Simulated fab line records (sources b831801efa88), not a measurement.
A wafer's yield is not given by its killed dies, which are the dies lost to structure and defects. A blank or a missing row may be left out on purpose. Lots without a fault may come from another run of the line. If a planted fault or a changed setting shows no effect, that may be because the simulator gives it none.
Chamber matching    flow gf180mcu    GF_CONTACT_CMP_27 on cmp-01: 4 sister chambers
The step polishes, stops on SiO2, t overpolish 15 s, target thk 0 nm. 4 wafers are shown with their chamber, then 7 later ones without.

## EACH WAFER AND ITS CHAMBER
wafer   chamber  motorCurrentA (A)
L202.1  3        10.7
L202.5  2        12.7
L203.2  0        10.5
L203.3  1        9.1

## WAFERS WITH NO CHAMBER GIVEN
wafer   motorCurrentA (A)
L203.6  10.2
L204.2  11.3
L204.4  10.2
L204.5  10.9
L205.2  9.5
L205.3  13.5
L205.6  9.5

## THE CHAMBER EACH PASSED THROUGH
wafer   from the rows above           in truth
L203.6  can't be placed: 0 or 3 or 1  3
L204.2  can't be placed: 3 or 0 or 2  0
L204.4  can't be placed: 0 or 3 or 1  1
L204.5  can't be placed: 3 or 0       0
L205.2  can't be placed: 1 or 0 or 3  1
L205.3  2                             2
L205.6  can't be placed: 1 or 0 or 3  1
Placed correctly: 1 of 7. Unplaceable from these rows: 6, with the true chamber sitting among the candidates in 6. 0 placed wrongly.
How it was worked out, from the rows above alone: a wafer's distance from a chamber is the root of the sum, over the readings, of the square of ((its reading less the chamber's mean) divided by the reading's scatter). The wafer belongs to the nearest chamber; if the next one is less than 2 further off, it can't be placed. The mean given for a chamber averages the wafers shown for that chamber. The scatter: with one shown wafer a chamber, the root of the mean of the squares of how far each hidden wafer lies from its nearest shown one.
